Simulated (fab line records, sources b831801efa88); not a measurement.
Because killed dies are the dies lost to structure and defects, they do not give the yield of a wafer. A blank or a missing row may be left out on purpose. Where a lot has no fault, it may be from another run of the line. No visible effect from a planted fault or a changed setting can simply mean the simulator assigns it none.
Which of the tools did it?    flow sky130    Sampling: 13 lots, 39 wafers, 3 of 708 route steps

## WHAT EACH GAUGE READ, for each wafer
SKY_FIELD_ISO_CD_MEAS_13 targets a cd of 150 nm. Usual: cd-nm at 150.0 nm, with a standard deviation of 1.3.
lot   measured     on         cd-nm (nm)         flag
L455  day 2 09:38  cd-sem-02  150.5 149.8 149.9  
L456  day 2 15:16  cd-sem-02  147.9 147.7 148.2  
L457  day 2 21:51  cd-sem-01  148.5 151.0 149.4  
L458  day 3 01:52  cd-sem-01  151.0 150.9 150.0  
L465  day 4 14:11  cd-sem-02  149.1 150.8 149.1  
L467  day 5 02:04  cd-sem-01  151.1 150.5 149.9  
L468  day 5 06:25  cd-sem-02  146.6 148.3 147.9  
L469  day 5 09:52  cd-sem-01  152.4 150.3 149.2  
L473  day 6 08:02  cd-sem-02  148.0 149.2 147.2  
L474  day 6 12:01  cd-sem-01  149.9 149.0 150.1  
L475  day 6 18:43  cd-sem-02  152.0 149.9 151.0  
L476  day 7 00:55  cd-sem-01  149.3 149.5 150.8  
L477  day 7 07:04  cd-sem-01  152.5 151.8 151.5  

SKY_SONOS_TUNNEL_CD_MEAS_07 targets a cd of 410 nm. Usual: cd-nm at 410.1 nm, with a standard deviation of 2.1.
lot   measured      on         cd-nm (nm)         flag
L455  day 11 18:20  cd-sem-01  410.2 409.8 410.5  
L456  day 12 02:11  cd-sem-01  406.2 409.4 408.9  
L457  day 12 09:57  cd-sem-02  410.2 408.7 409.2  
L458  day 12 15:11  cd-sem-02  410.9 413.1 413.1  
L465  day 14 22:53  cd-sem-02  407.5 408.3 408.7  
L467  day 15 18:42  cd-sem-01  410.4 412.4 412.6  
L468  day 16 01:00  cd-sem-01  410.6 408.1 406.2  
L469  day 16 04:39  cd-sem-01  411.8 410.6 409.6  
L473  day 17 17:38  cd-sem-01  408.9 410.8 410.6  
L474  day 18 07:10  cd-sem-02  412.0 410.9 412.7  
L475  day 18 13:35  cd-sem-02  413.3 413.2 411.6  
L476  day 18 21:48  cd-sem-01  406.6 407.2 407.6  
L477  day 19 03:49  cd-sem-02  407.9 408.5 408.4  

SKY_GATE_OXIDE_TW_MEAS_14. Usual: GATE_OXIDE_TW typically reads 224.9, with standard deviation 1.9.
lot   measured      on             GATE_OXIDE_TW      flag
L455  day 14 05:01  film-metro-03  224.4 224.4 225.2  
L456  day 14 16:38  film-metro-01  222.1 222.3 222.1  
L457  day 14 20:35  film-metro-04  224.7 224.9 224.2  
L458  day 15 03:17  film-metro-04  226.1 227.0 225.1  
L465  day 17 18:59  film-metro-03  223.8 222.4 222.4  
L467  day 18 15:28  film-metro-03  222.0 221.5 221.1  
L468  day 18 19:51  film-metro-01  227.5 227.2 226.8  
L469  day 19 06:34  film-metro-01  226.3 226.6 227.1  
L473  day 20 16:35  film-metro-01  227.0 226.9 227.0  
L474  day 21 04:30  film-metro-01  225.8 228.5 227.3  
L475  day 21 13:25  film-metro-03  221.9 222.2 222.1  
L476  day 21 21:52  film-metro-03  221.5 221.7 222.3  
L477  day 22 04:28  film-metro-03  225.8 224.3 224.6  

## WHAT TOOL EACH LOT RAN ON (gives the tool, then ch and the chambers of the sampled wafers, and finally the start)
The record holds no process step before these readings.

## WHAT THE TOOLS THEMSELVES READ (means of the sampled wafers that have a number; where no wafer has one, the mark that the record gives instead)
The record holds no such reading with a usual standard deviation.

## THE ANSWER, worked out from the rows above alone
Rule: take the mean of a lot's wafers that have a number; if it is more than 3 standard deviations from the usual mean, the lot is off. A lot without any number at a reading at which 4 lots or more have one is off too. All remaining lots with rows at the step are treated as sound. The gauges are gone through in route order, then the tools' own readings, and for those a lot's mean is taken as printed above. At the first step where some lot is off, the reading lying furthest off is the one used; lots without a number count as furthest.
Across all readings shown, no lot is off: no conclusion can be drawn from this.

## WHAT THE SIMULATOR PUT IN
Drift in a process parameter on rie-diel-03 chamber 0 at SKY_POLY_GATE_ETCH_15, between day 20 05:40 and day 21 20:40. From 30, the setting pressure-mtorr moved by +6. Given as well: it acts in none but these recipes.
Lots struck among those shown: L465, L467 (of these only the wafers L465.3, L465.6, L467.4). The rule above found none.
